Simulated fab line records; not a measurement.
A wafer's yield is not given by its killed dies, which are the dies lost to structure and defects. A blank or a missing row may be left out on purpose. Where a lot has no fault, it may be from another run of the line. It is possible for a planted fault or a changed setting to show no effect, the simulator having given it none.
fab line records ; flow sky130
[record] lots = 6; wafers = 18; last_day = 50
route steps=708 shown VIA4@658 METAL5@661
lots untouched by any fault: they come from a run of this same line in which no faults occurred
start_h: hours from the record's opening day to when the first of the lot's shown wafers began ; wait_h: how many hours have passed since the lot's step before this one ; " as in the row above ; L1.1+2: one row covering several wafers at once ; - no value, or no start given ; * or withheld: withheld ; < > ~ a bound
route shown NAME@n: names a module that has steps shown in the file, with the first one's number in the route ; usual: average and standard deviation across the fault-free wafers ; same: alike in all rows ; chamber/n: place in a boat ; sites: readings site by site ; _std_site: standard deviation of those values ; _edge_site: the outer-site mean with the inner-site mean subtracted ; radius_mm: how far each site lies from the wafer's centre ; mask NAME#n: copy n ; behind: tool/chamber where the wafer was last shaped ; hold: why the lot was held/for how many hours/how that ended ; device: whichever transistor did not switch (one of n, p or np) ; end of line: the route-end tests of the same wafers ; for a step that has no rows: nothing shown but its recipe ; killed: dies that structure and defects cost at the first sort, which is not the same as the wafer's yield ; map: per-die view of a wafer (x killed, . not killed, _ where there is no die)
set.NAME: the setting that was run; set.NAME@STEP: the one run at that earlier step ; model.NAME: the simulator's own value behind a step, which no gauge read
a table for each step, a row for each wafer; lots at some steps of the route
services: when a tool's chamber went out of use (start_h, in hours from the record's first day, below 0 if earlier), for how many hours, and the reason
[[steps]]
[step SKY_VIA4_RS_MEAS_19]
[recipe] thk_meas_gauge = four-point-probe; reads = W_of_VIA4_CVD_18+TiN_of_VIA4_SPUTTER_17
[usual] VIA4_W_RS = 0.228/0.003
lot.wafer;tool;chamber;start_h;wait_h;VIA4_W_RS[ohm/sq]
L977.3;film_metro-01;-;1025.01;0.1;0.226
L977.4;film_metro-01;-;1025.01;0.1;0.225
L977.5;film_metro-01;-;1025.01;0.1;0.226
L980.2;film_metro-01;-;1039.76;0.1;0.229
L980.4;film_metro-01;-;1039.76;0.1;0.224
L980.5;film_metro-01;-;1039.76;0.1;0.227
L986.2;film_metro-03;-;1079.96;0.1;0.224
L986.3;film_metro-03;-;1079.96;0.1;0.227
L986.6;film_metro-03;-;1079.96;0.1;0.226
L990.1;film_metro-03;-;1104.16;0.1;0.232
L990.5;film_metro-03;-;1104.16;0.1;0.234
L990.6;film_metro-03;-;1104.16;0.1;0.234
L995.2;film_metro-04;-;1139.18;0.1;0.227
L995.4;film_metro-04;-;1139.18;0.1;0.229
L995.6;film_metro-04;-;1139.18;0.1;0.230
L998.1;film_metro-01;-;1147.88;0.1;0.223
L998.3;film_metro-01;-;1147.88;0.1;0.223
L998.6;film_metro-01;-;1147.88;0.1;0.228
[step SKY_VIA4_THK_MEAS_20]
[recipe] thk_meas_gauge = xrf; reads = W_of_VIA4_CVD_18
[usual] VIA4_W_THK = 499/9
lot.wafer;tool;chamber;start_h;wait_h;VIA4_W_THK[nm]
L977.3;film_metro-01;-;1025.11;0.1;492
L977.4;film_metro-01;-;1025.11;0.1;491
L977.5;film_metro-01;-;1025.11;0.1;493
L980.2;film_metro-01;-;1039.87;0.1;490
L980.4;film_metro-01;-;1039.87;0.1;502
L980.5;film_metro-01;-;1039.87;0.1;488
L986.2;film_metro-03;-;1080.07;0.1;514
L986.3;film_metro-03;-;1080.07;0.1;508
L986.6;film_metro-03;-;1080.07;0.1;509
L990.1;film_metro-03;-;1104.28;0.1;490
L990.5;film_metro-03;-;1104.28;0.1;486
L990.6;film_metro-03;-;1104.28;0.1;485
L995.2;film_metro-04;-;1139.29;0.1;509
L995.4;film_metro-04;-;1139.29;0.1;505
L995.6;film_metro-04;-;1139.29;0.1;506
L998.1;film_metro-01;-;1148.00;0.1;506
L998.3;film_metro-01;-;1148.00;0.1;507
L998.6;film_metro-01;-;1148.00;0.1;496
[step SKY_VIA4_CMP_21]
[recipe] stop_on = SiO2; t_overpolish_s = 25; down_force_psi = 3.5; platen_rpm = 60; target_thk_nm = 0; pad_velocity_m_s = 0.94248
[usual] motor_current_A = 10.1/1.2; overpolish_run_s = 24.999/0.0098; time_to_endpoint_s = 121/3.9
lot.wafer;tool;chamber;start_h;wait_h;motor_current_A;overpolish_run_s;time_to_endpoint_s
L977.4;cmp-01;2;1025.15;0.0;9.3;24.985;126
L977.3;cmp-01;3;1025.15;0.0;11.1;24.990;126
L977.5;cmp-01;3;1025.15;0.0;11.1;25.015;125
L980.2;cmp-01;1;1039.92;0.0;10.0;24.995;114
L980.4;cmp-01;3;1039.92;0.0;11.0;25.008;123
L980.5;cmp-01;2;1039.92;0.0;9.1;24.998;116
L986.2;cmp-01;3;1081.57;1.5;11.4;25.004;126
L986.3;cmp-01;0;1081.57;1.5;10.7;24.998;126
L986.6;cmp-01;1;1081.57;1.5;9.4;24.997;122
L990.1;cmp-02;1;1104.49;0.2;10.6;25.015;119
L990.5;cmp-02;2;1104.49;0.2;7.3;24.987;121
L990.6;cmp-02;3;1104.49;0.2;9.9;25.010;116
L995.4;cmp-01;2;1139.39;0.1;9.1;25.015;125
L995.2;cmp-01;3;1139.39;0.1;10.7;24.989;129
L995.6;cmp-01;1;1139.39;0.1;9.9;24.991;123
L998.3;cmp-02;3;1148.16;0.1;9.9;24.999;126
L998.1;cmp-02;0;1148.16;0.1;11.6;25.003;122
L998.6;cmp-02;2;1148.16;0.1;7.7;24.999;124
[step SKY_METAL5_SPUTTER_00]
[recipe] material = Ti; target_thk_nm = 15; power_w = 3000; time_s = 10; chamber_pressure_pa = 0.4
[step SKY_METAL5_SPUTTER_01]
[recipe] material = TiN; target_thk_nm = 20; power_w = 6500; time_s = 16.7; chamber_pressure_pa = 0.4
[usual] chamber_pressure_pa = 0.4001/0.00081; throttle_valve_pct = 29.6/1
lot.wafer;tool;chamber;start_h;wait_h;chamber_pressure_pa;throttle_valve_pct
L977.3;pvd_sputter-03;-;1025.47;0.0;0.4002;30.2
L977.4;pvd_sputter-03;-;1025.47;0.0;0.3993;31.6
L977.5;pvd_sputter-03;-;1025.47;0.0;0.4003;28.6
L980.2;pvd_sputter-03;-;1040.24;0.0;0.3994;28.5
L980.4;pvd_sputter-03;-;1040.24;0.0;0.3987;31.8
L980.5;pvd_sputter-03;-;1040.24;0.0;0.4007;28.4
L986.2;pvd_sputter-03;-;1081.79;0.0;0.4000;28.7
L986.3;pvd_sputter-03;-;1081.79;0.0;0.3994;30.0
L986.6;pvd_sputter-03;-;1081.79;0.0;0.3992;30.4
L990.1;pvd_sputter-03;-;1104.66;0.0;0.4011;28.7
L990.5;pvd_sputter-03;-;1104.66;0.0;0.4000;30.6
L990.6;pvd_sputter-03;-;1104.66;0.0;0.4000;31.8
L995.2;pvd_sputter-02;-;1139.66;0.0;0.4011;28.8
L995.4;pvd_sputter-02;-;1139.66;0.0;0.3993;30.1
L995.6;pvd_sputter-02;-;1139.66;0.0;0.4006;29.2
L998.1;pvd_sputter-03;-;1148.38;0.0;0.4002;31.8
L998.3;pvd_sputter-03;-;1148.38;0.0;0.3987;28.4
L998.6;pvd_sputter-03;-;1148.38;0.0;0.4001;31.5
[step SKY_METAL5_SPUTTER_02]
[recipe] material = AlCu; target_thk_nm = 1150; power_w = 10600; time_s = 61.2; chamber_pressure_pa = 0.4
[step SKY_METAL5_SPUTTER_03]
[recipe] material = Ti; target_thk_nm = 5; power_w = 3000; time_s = 3.3; chamber_pressure_pa = 0.4
[usual] chamber_pressure_pa = 0.4000/0.00079; throttle_valve_pct = 29.6/1
lot.wafer;tool;chamber;start_h;wait_h;chamber_pressure_pa;throttle_valve_pct
L977.3;pvd_sputter-03;-;1025.55;0.0;0.4000;30.0
L977.4;pvd_sputter-03;-;1025.55;0.0;0.3996;31.5
L977.5;pvd_sputter-03;-;1025.55;0.0;0.4010;28.7
L980.2;pvd_sputter-03;-;1040.32;0.0;0.3995;28.7
L980.4;pvd_sputter-03;-;1040.32;0.0;0.3989;31.3
L980.5;pvd_sputter-03;-;1040.32;0.0;0.3987;28.7
L986.2;pvd_sputter-03;-;1081.86;0.0;0.3993;28.4
L986.3;pvd_sputter-03;-;1081.86;0.0;0.4007;29.9
L986.6;pvd_sputter-03;-;1081.86;0.0;0.3998;30.1
L990.1;pvd_sputter-03;-;1104.75;0.0;0.4001;28.5
L990.5;pvd_sputter-03;-;1104.75;0.0;0.3992;30.5
L990.6;pvd_sputter-03;-;1104.75;0.0;0.3989;31.4
L995.2;pvd_sputter-02;-;1139.74;0.0;0.4010;28.6
L995.4;pvd_sputter-02;-;1139.74;0.0;0.3999;30.2
L995.6;pvd_sputter-02;-;1139.74;0.0;0.3999;29.4
L998.1;pvd_sputter-03;-;1148.46;0.0;0.3988;31.7
L998.3;pvd_sputter-03;-;1148.46;0.0;0.4009;28.8
L998.6;pvd_sputter-03;-;1148.46;0.0;0.3999;31.8
[step SKY_METAL5_SPUTTER_04]
[recipe] material = TiN; target_thk_nm = 70; power_w = 6500; time_s = 58.3; chamber_pressure_pa = 0.4
[usual] chamber_pressure_pa = 0.3999/0.00086; throttle_valve_pct = 29.6/1
lot.wafer;tool;chamber;start_h;wait_h;chamber_pressure_pa;throttle_valve_pct
L977.3;pvd_sputter-03;-;1025.57;0.0;0.3996;30.1
L977.4;pvd_sputter-03;-;1025.57;0.0;0.4005;31.8
L977.5;pvd_sputter-03;-;1025.57;0.0;0.4000;28.6
L980.2;pvd_sputter-03;-;1040.34;0.0;0.3984;28.5
L980.4;pvd_sputter-03;-;1040.34;0.0;0.3995;31.6
L980.5;pvd_sputter-03;-;1040.34;0.0;0.3998;28.2
L986.2;pvd_sputter-03;-;1081.88;0.0;0.3989;28.5
L986.3;pvd_sputter-03;-;1081.88;0.0;0.4014;30.0
L986.6;pvd_sputter-03;-;1081.88;0.0;0.3997;30.3
L990.1;pvd_sputter-03;-;1104.77;0.0;0.4010;28.6
L990.5;pvd_sputter-03;-;1104.77;0.0;0.3984;30.5
L990.6;pvd_sputter-03;-;1104.77;0.0;0.3983;31.5
L995.2;pvd_sputter-02;-;1139.75;0.0;0.4007;28.9
L995.4;pvd_sputter-02;-;1139.75;0.0;0.3992;30.1
L995.6;pvd_sputter-02;-;1139.75;0.0;0.4006;29.4
L998.1;pvd_sputter-03;-;1148.48;0.0;0.3989;31.5
L998.3;pvd_sputter-03;-;1148.48;0.0;0.4000;28.4
L998.6;pvd_sputter-03;-;1148.48;0.0;0.4005;31.5
[step SKY_METAL5_RS_MEAS_05]
[recipe] thk_meas_gauge = four-point-probe; reads = TiN_of_METAL5_SPUTTER_04+Ti_of_METAL5_SPUTTER_03+AlCu_of_METAL5_SPUTTER_02+TiN_of_METAL5_SPUTTER_01+Ti_of_METAL5_SPUTTER_00
[usual] METAL5_ALCU_RS = 0.02696/0.00022
lot.wafer;tool;chamber;start_h;wait_h;METAL5_ALCU_RS[ohm/sq]
L977.3;film_metro-03;-;1025.65;0.1;0.02706
L977.4;film_metro-03;-;1025.65;0.1;0.02702
L977.5;film_metro-03;-;1025.65;0.1;0.027
L980.2;film_metro-02;-;1040.41;0.0;0.02719
L980.4;film_metro-02;-;1040.41;0.0;0.02698
L980.5;film_metro-02;-;1040.41;0.0;0.02707
L986.2;film_metro-02;-;1081.95;0.0;0.02765
L986.3;film_metro-02;-;1081.95;0.0;0.02738
L986.6;film_metro-02;-;1081.95;0.0;0.02754
L990.1;film_metro-03;-;1104.82;0.0;0.02678
L990.5;film_metro-03;-;1104.82;0.0;0.02704
L990.6;film_metro-03;-;1104.82;0.0;0.02702
L995.2;film_metro-03;-;1139.82;0.0;0.0271
L995.4;film_metro-03;-;1139.82;0.0;0.02695
L995.6;film_metro-03;-;1139.82;0.0;0.02705
L998.1;film_metro-04;-;1148.53;0.0;0.0273
L998.3;film_metro-04;-;1148.53;0.0;0.02719
L998.6;film_metro-04;-;1148.53;0.0;0.02725
[step SKY_METAL5_THK_MEAS_06]
[recipe] thk_meas_gauge = xrf; reads = AlCu_of_METAL5_SPUTTER_02
[usual] METAL5_ALCU_THK = 1144/11
lot.wafer;tool;chamber;start_h;wait_h;METAL5_ALCU_THK[nm]
L977.3;film_metro-03;-;1025.75;0.1;1141
L977.4;film_metro-03;-;1025.75;0.1;1145
L977.5;film_metro-03;-;1025.75;0.1;1148
L980.2;film_metro-02;-;1040.52;0.1;1133
L980.4;film_metro-02;-;1040.52;0.1;1137
L980.5;film_metro-02;-;1040.52;0.1;1139
L986.2;film_metro-02;-;1082.06;0.1;1119
L986.3;film_metro-02;-;1082.06;0.1;1127
L986.6;film_metro-02;-;1082.06;0.1;1118
L990.1;film_metro-03;-;1104.94;0.1;1142
L990.5;film_metro-03;-;1104.94;0.1;1142
L990.6;film_metro-03;-;1104.94;0.1;1143
L995.2;film_metro-03;-;1139.93;0.1;1134
L995.4;film_metro-03;-;1139.93;0.1;1151
L995.6;film_metro-03;-;1139.93;0.1;1139
L998.1;film_metro-04;-;1148.65;0.1;1131
L998.3;film_metro-04;-;1148.65;0.1;1142
L998.6;film_metro-04;-;1148.65;0.1;1139
[step SKY_METAL5_DEHYDRATE_07]
[recipe] temp_c = 200; time_s = 60
[step SKY_METAL5_HMDS_08]
[recipe] prime_time_s = 60; prime_temp_c = 120
[step SKY_METAL5_COAT_09]
[recipe] resist = NOVOLAK; spin_rpm = 3000; resist_thk_nm = 1800
[usual] spin_speed_rpm = 2999.6/1.9
lot.wafer;tool;chamber;start_h;wait_h;spin_speed_rpm;model.NOVOLAK_of_METAL5_COAT_09.thk_nm
L977.3;litho_track-02;0;1036.52;0.1;2999.7;1804
L977.4;litho_track-02;0;1036.52;0.1;2999.7;1796
L977.5;litho_track-02;0;1036.52;0.1;3000.9;1798
L980.2;litho_track-02;0;1050.99;0.1;2999.7;1795
L980.4;litho_track-02;0;1050.99;0.1;2999.4;1795
L980.5;litho_track-02;0;1050.99;0.1;2999.3;1799
L986.2;litho_track-01;0;1092.65;0.1;2995.8;1804
L986.3;litho_track-01;0;1092.65;0.1;2994.7;1803
L986.6;litho_track-01;0;1092.65;0.1;2998.6;1808
L990.1;litho_track-01;0;1115.42;0.1;3002.0;1797
L990.5;litho_track-01;0;1115.42;0.1;2999.6;1871
L990.6;litho_track-01;0;1115.42;0.1;2999.5;1800
L995.2;litho_track-01;0;1148.55;0.1;3001.0;1806
L995.4;litho_track-01;0;1148.55;0.1;3000.2;1882
L995.6;litho_track-01;0;1148.55;0.1;2999.1;1812
L998.1;litho_track-04;0;1157.51;0.1;3005.1;1804
L998.3;litho_track-04;0;1157.51;0.1;3003.0;1801
L998.6;litho_track-04;0;1157.51;0.1;2999.8;1804
[step SKY_METAL5_SOFTBAKE_10]
[recipe] temp_c = 90; time_s = 60; resist = NOVOLAK
[step SKY_METAL5_EXPOSE_11]
[recipe] mask_id = MM5; na = 0.6; source_shape = conventional; sigma_outer = 0.6; polarization = unpolarized; target_cd_nm = 1600; dose_mj = 190
[step SKY_METAL5_PEB_12]
[recipe] temp_c = withheld; time_s = *; resist = NOVOLAK
[step SKY_METAL5_DEVELOP_13]
[recipe] resist = NOVOLAK; developer = TMAH; develop_time_s = 60; dev_temp_c = 23
[step SKY_METAL5_DESCUM_14]
[recipe] chemistry = O2; source_power_w = 150; bias_power_w = 0; pressure_mtorr = 10; temp_c = 40; time_s = 11
[usual] drypump_motor_current_A = 5.7/0.58; he_backside_leak_sccm = 3.30/0.18; oes_product_au = 1.002/0.01
lot.wafer;tool;chamber;start_h;wait_h;drypump_motor_current_A;he_backside_leak_sccm;oes_product_au;rf_hours_counter_h
L977.3;rie_metal-02;0;1048.14;0.1;5.9;3.43;0.989;-
L977.4;rie_metal-02;1;1048.14;0.1;6.3;3.28;0.998;-
L977.5;rie_metal-02;0;1048.14;0.1;5.9;3.28;0.989;-
L980.2;rie_metal-04;0;1061.62;0.1;6.1;3.84;1.005;8
L980.4;rie_metal-04;0;1061.62;0.1;6.1;3.49;0.996;-
L980.5;rie_metal-04;0;1061.62;0.1;6.1;3.54;1.005;-
L986.2;rie_metal-02;0;1101.76;0.1;5.9;3.06;0.997;3
L986.3;rie_metal-02;0;1101.76;0.1;5.9;3.19;1.007;-
L986.6;rie_metal-02;1;1101.76;0.1;6.3;3.17;1.007;-
L990.1;rie_metal-04;0;1124.91;0.1;6.1;3.49;0.986;13
L990.5;rie_metal-04;1;1124.91;0.1;6.3;3.36;0.979;-
L990.6;rie_metal-04;0;1124.91;0.1;6.1;3.55;0.997;-
L995.2;rie_metal-03;1;1157.82;0.1;5.1;3.41;1.013;21
L995.4;rie_metal-03;0;1157.82;0.1;5.0;3.03;1.001;-
L995.6;rie_metal-03;0;1157.82;0.1;5.0;3.18;1.007;-
L998.1;rie_metal-02;0;1166.58;0.1;5.9;3.30;1.006;8
L998.3;rie_metal-02;0;1166.58;0.1;5.9;3.20;1.006;-
L998.6;rie_metal-02;0;1166.58;0.1;5.9;3.24;1.006;-
[step SKY_METAL5_METAL_ETCH_15]
[recipe] target_depth_a = 12600; stop_on = SiO2; over_etch_frac = 0.2; time_s = 252; chemistry = Cl2/BCl3; resist_sidewall_deg = 86; pressure_mtorr = 10; icp_w = 900; bias_w = 48.5; Cl2_flow_sccm = 60; bcl3_flow_sccm = 30
[usual] bcl3_flow_sccm = 29.97/0.075; drypump_motor_current_A = 5.7/0.57; he_backside_leak_sccm = 3.29/0.18; oes_product_au = 0.894/0.0045; throttle_valve_pct = 22.265/0.0085
lot.wafer;tool;chamber;start_h;wait_h;bcl3_flow_sccm;drypump_motor_current_A;he_backside_leak_sccm;oes_product_au;rf_hours_counter_h;throttle_valve_pct;model.NOVOLAK_of_METAL5_COAT_09.thk_nm
L977.3;rie_metal-02;0;1048.24;0.1;29.91;5.9;3.34;0.896;-;22.280;1045
L977.4;rie_metal-02;1;1048.24;0.1;30.06;6.3;3.11;0.901;-;22.269;1027
L977.5;rie_metal-02;0;1048.24;0.1;29.94;5.9;3.32;0.900;-;22.282;1040
L980.2;rie_metal-04;0;1061.66;0.0;29.94;6.1;3.41;0.892;8;22.258;1024
L980.4;rie_metal-04;0;1061.66;0.0;29.85;6.1;3.25;0.896;-;22.259;1031
L980.5;rie_metal-04;0;1061.66;0.0;29.94;6.1;3.36;0.887;-;22.258;1030
L986.2;rie_metal-02;0;1101.79;0.0;29.97;5.9;3.34;0.886;3;22.274;1039
L986.3;rie_metal-02;0;1101.79;0.0;29.91;5.9;3.20;0.893;-;22.264;1039
L986.6;rie_metal-02;1;1101.79;0.0;29.98;6.3;3.16;0.891;-;22.273;1044
L990.1;rie_metal-04;0;1124.94;0.0;29.90;6.1;3.77;0.888;13;22.263;1031
L990.5;rie_metal-04;1;1124.94;0.0;30.02;6.3;3.37;0.892;-;22.260;1115
L990.6;rie_metal-04;0;1124.94;0.0;30.04;6.1;3.73;0.897;-;22.253;1018
L995.2;rie_metal-03;1;1157.85;0.0;30.11;5.1;3.27;0.888;21;22.260;1026
L995.4;rie_metal-03;0;1157.85;0.0;29.95;5.0;3.40;0.899;-;22.277;1107
L995.6;rie_metal-03;0;1157.85;0.0;29.99;5.0;3.31;0.895;-;22.279;1034
L998.1;rie_metal-02;0;1166.61;0.0;29.89;5.9;3.29;0.886;8;22.258;1030
L998.3;rie_metal-02;0;1166.61;0.0;29.91;5.9;3.37;0.886;-;22.266;1027
L998.6;rie_metal-02;0;1166.61;0.0;29.92;5.9;3.18;0.890;-;22.267;1032
[step SKY_METAL5_STRIP_16]
[recipe] chemistry = O2/N2; power_w = 1400; pressure_mtorr = 1500; platen_temp_c = withheld; o2_flow_sccm = 3000; n2_flow_sccm = 300; overash_fraction = 0.5
[usual] drypump_motor_current_A = 5.8/0.52; oes_product_au = 0.710/0.0046; strip_time_to_endpoint_s = 13.01/0.12
lot.wafer;tool;chamber;start_h;wait_h;drypump_motor_current_A;oes_product_au;rf_hours_counter_h;strip_time_to_endpoint_s
L977.3;plasma_asher-04;1;1048.43;0.1;5.2;0.715;-;13.18
L977.4;plasma_asher-04;0;1048.43;0.1;5.5;0.706;-;12.97
L977.5;plasma_asher-04;1;1048.43;0.1;5.2;0.708;-;13.15
L980.2;plasma_asher-04;0;1061.89;0.2;5.6;0.706;88;12.94
L980.4;plasma_asher-04;0;1061.89;0.2;5.6;0.705;-;13.02
L980.5;plasma_asher-04;0;1061.89;0.2;5.6;0.709;-;13.01
L986.2;plasma_asher-01;0;1102.03;0.2;6.5;0.714;3;13.14
L986.3;plasma_asher-01;1;1102.03;0.2;6.5;0.710;-;13.13
L986.6;plasma_asher-01;1;1102.03;0.2;6.6;0.715;-;13.17
L990.1;plasma_asher-04;1;1125.18;0.2;5.2;0.717;94;13.01
L990.5;plasma_asher-04;0;1125.18;0.2;5.6;0.716;-;13.98
L990.6;plasma_asher-04;1;1125.18;0.2;5.2;0.707;-;12.88
L995.2;plasma_asher-01;0;1158.09;0.2;6.5;0.705;9;12.95
L995.4;plasma_asher-01;1;1158.09;0.2;6.6;0.709;-;13.90
L995.6;plasma_asher-01;0;1158.09;0.2;6.5;0.712;-;13.07
L998.1;plasma_asher-01;1;1166.84;0.2;6.5;0.711;10;13.02
L998.3;plasma_asher-01;0;1166.84;0.2;6.5;0.712;-;12.99
L998.6;plasma_asher-01;0;1166.84;0.2;6.5;0.711;-;13.03
[step SKY_METAL5_STRIP_17]
[recipe] chemistry = post_etch_residue_remover; time_s = 1200; temp_c = 72.5
[[services]]
tool;chamber;start_h;hours;kind
cmp-01;-;1026.79;11.4;pm
plasma_asher-01;-;1047.71;13.1;repair
rie_metal-02;0;1050.42;-;clean
rie_metal-02;0;1050.42;17.3;scheduled_down
rie_metal-02;0;1050.42;17.3;vent_cycle
cmp-02;-;1055.84;0.7;repair
plasma_asher-01;-;1060.80;9.0;pm
plasma_asher-01;0;1060.80;9.0;vent_cycle
plasma_asher-01;1;1060.80;9.0;vent_cycle
cmp-02;-;1063.06;2.0;repair
pvd_sputter-02;-;1065.20;1.7;repair
plasma_asher-01;0;1069.80;-;clean
cmp-02;-;1070.30;10.6;repair
cmp-02;-;1079.00;12.3;repair
cmp-02;-;1081.55;2.7;repair
cmp-01;-;1085.39;0.7;repair
cmp-02;-;1091.30;4.0;pm
cmp-01;-;1099.86;3.3;repair
plasma_asher-04;-;1104.64;3.3;repair
cmp-01;-;1111.17;1.8;repair
pvd_sputter-03;-;1119.91;2.9;repair
cmp-02;-;1122.97;5.0;pm
rie_metal-04;0;1134.80;18.2;repair
pvd_sputter-03;-;1137.58;1.2;repair
[[key]]
[first_sign] step = SKY_METAL5_STRIP_16; reading = strip_time_to_endpoint_s; direction = up; sigmas = 7.4; usual = *; struck = *
effect none on later readings
[model_effect] step = SKY_METAL5_COAT_09; value = NOVOLAK_of_METAL5_COAT_09.thk_nm; without = 1802; struck = 1877
[model_effect] step = SKY_METAL5_METAL_ETCH_15; value = NOVOLAK_of_METAL5_COAT_09.thk_nm; without = 1037; struck = 1111
met_at SKY_METAL5_COAT_09
struck_wafers L990.5,L995.4
onset_between 1092.65 1115.42
[fault] kind = process_parameter_drift; tool = litho_track-01; chamber = -; onset_h = 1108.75; steps = SKY_METAL5_COAT_09; channel = resist_thk_nm; offset = 74.328; shape = step; end_h = 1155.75; scope = struck_wafers_only; acts_in = these_recipes_only; stated = 1800
